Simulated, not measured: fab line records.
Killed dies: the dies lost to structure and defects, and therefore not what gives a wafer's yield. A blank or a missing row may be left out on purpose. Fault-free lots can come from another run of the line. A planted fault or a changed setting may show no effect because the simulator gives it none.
What tool caused it?	flow gf180mcu	6 lots, 18 wafers sampled, at 3 steps of a route of 602

## WHAT THE GAUGES READ, wafer by wafer
GF_NWELL_TW_MEAS_11.
lot	measured	on	NWELL_TW
L317	day 3 13:12	film-metro-01	1594 1589 1590
L319	day 4 00:09	film-metro-04	1574 1574 1574
L322	day 4 15:04	film-metro-03	1581 1581 1575
L324	day 5 04:38	film-metro-03	1588 1585 1586
L327	day 5 20:51	film-metro-04	1565 1560 1570
L338	day 8 06:58	film-metro-03	1634 1642 1640

## WHAT TOOL EACH LOT RAN ON (gives the tool, then ch and the chambers of the sampled wafers, and finally the start)
lot	GF_STI_STRIP_15	GF_NWELL_IMPLANT_09
L317	plasma-asher-03 ch 0,1, day 2 06:57	implanter-04 ch 0, day 3 12:57
L319	plasma-asher-03 ch 0,1, day 2 17:24	implanter-02 ch 0, day 3 23:54
L322	plasma-asher-01 ch 0,1, day 3 08:06	implanter-04 ch 0, day 4 14:49
L324	plasma-asher-04 ch 0,1, day 3 19:29	implanter-02 ch 0, day 5 04:25
L327	plasma-asher-03 ch 0,1, day 4 10:15	implanter-01 ch 0, day 5 20:36
L338	plasma-asher-04 ch 1, day 6 18:30	implanter-04 ch 0, day 8 06:43
- GF_STI_STRIP_15: strips in O2/N2.
- GF_NWELL_IMPLANT_09

## THE ANSWER, worked out from the rows above alone
Rule: the lots themselves supply what counts as usual. The widest of any qualifying gaps counts: lots, ordered by their means at a reading, are off when they make up no more than a third of the lots, leave a main group of 4 or more, and stand apart from it by 3 or more times the standard deviation of that group's means. The tables above print the reading to a certain number of digits; a main group whose means all agree to those digits is not used. A lot without any number at a reading at which 4 lots or more have one is off too. Where the step has rows for the other lots, those lots are counted as sound.
Off: L338, at GF_NWELL_TW_MEAS_11 (NWELL_TW). Mean 1579 and standard deviation 9.2 in the main group.
A tool fits if, at a process step before that reading, it ran every lot that is off, and no sound lot after the first of them. The gauges at GF_NWELL_TW_MEAS_11 are tried like those tools. Can't be told from this: 3 tools fit, plasma-asher-04 at GF_STI_STRIP_15, implanter-04 at GF_NWELL_IMPLANT_09, film-metro-03 at GF_NWELL_TW_MEAS_11.

## WHAT HAD BEEN PUT IN BY THE SIMULATOR
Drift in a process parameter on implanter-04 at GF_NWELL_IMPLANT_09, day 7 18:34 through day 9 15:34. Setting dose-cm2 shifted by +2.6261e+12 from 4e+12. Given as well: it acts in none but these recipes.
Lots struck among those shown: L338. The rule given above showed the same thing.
